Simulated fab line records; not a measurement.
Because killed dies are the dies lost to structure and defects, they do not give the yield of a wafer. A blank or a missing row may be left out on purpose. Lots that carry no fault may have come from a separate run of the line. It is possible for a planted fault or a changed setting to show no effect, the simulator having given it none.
Matching of chambers -- flow gf180mcu -- GF_HV_LDD_ETCHBACK_58 on rie_diel-01: 4 sister chambers
The step etches Si3N4 in CH3F/O2, stops on SiO2, time 100 s, target depth 90 nm. 16 wafers are shown with their chamber, then 8 later ones without.

== WAFERS, EACH WITH ITS CHAMBER ==
wafer,chamber,drypump_motor_current_A (A),oes_product_au (a.u.),throttle_valve_pct (%)
L930.1,0,5.1,0.837,10.557
L930.3,2,5.3,0.829,10.564
L930.5,2,5.3,0.845,10.558
L935.2,0,5.2,0.842,10.553
L935.4,1,5.4,0.846,10.547
L935.5,2,5.3,0.840,10.552
L936.1,1,5.4,0.844,10.560
L936.2,2,5.3,0.846,10.559
L936.3,0,5.1,0.839,10.560
L938.2,3,4.9,0.845,10.553
L938.3,1,5.4,0.843,10.558
L938.6,1,5.4,0.840,10.565
L939.2,0,5.1,0.835,10.562
L939.5,0,5.1,0.831,10.561
L939.6,1,5.4,0.836,10.560
L942.1,3,4.9,0.841,10.564

SIGNATURES, as means of the wafers listed above
reading,chamber 0,chamber 1,chamber 2,chamber 3,scatter within a chamber
drypump_motor_current_A,5.120,5.400,5.300,4.900,0.0258
oes_product_au,0.83680,0.84180,0.84000,0.84300,0.00516
throttle_valve_pct,10.55860,10.55800,10.55825,10.55850,0.00551
Rule: a wafer lies at a distance from a chamber equal to the root of the sum of squares, over the readings, of (its reading less the chamber's mean, divided by the reading's scatter). The wafer belongs to the nearest chamber; if the next one is less than 2 further off, it can't be placed. How the scatter is found: for the shown wafers, subtract from each reading the mean of its chamber, square and add these, divide the total by (wafers less chambers), then take the root.

== WAFERS WHOSE CHAMBER IS MISSING ==
wafer,drypump_motor_current_A (A),oes_product_au (a.u.),throttle_valve_pct (%)
L942.4,5.3,0.838,10.568
L942.6,5.2,0.842,10.554
L943.2,5.4,0.841,10.579
L943.3,4.9,0.851,10.573
L943.5,5.3,0.841,10.566
L944.1,5.3,0.847,10.554
L944.3,5.2,0.847,10.572
L944.6,5.4,0.844,10.559

== WHICH CHAMBER EACH WENT THROUGH ==
wafer,from the rows above,in truth
L942.4,2,2
L942.6,can't be placed: 0 or 2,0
L943.2,can't be placed: 1 or 2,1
L943.3,3,3
L943.5,2,2
L944.1,2,2
L944.3,can't be placed: 0 or 2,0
L944.6,1,1
Correctly placed: 5 of 8. From these rows, 3 cannot be placed; in 3 the true chamber is one of the candidates. Number placed wrongly: 0.
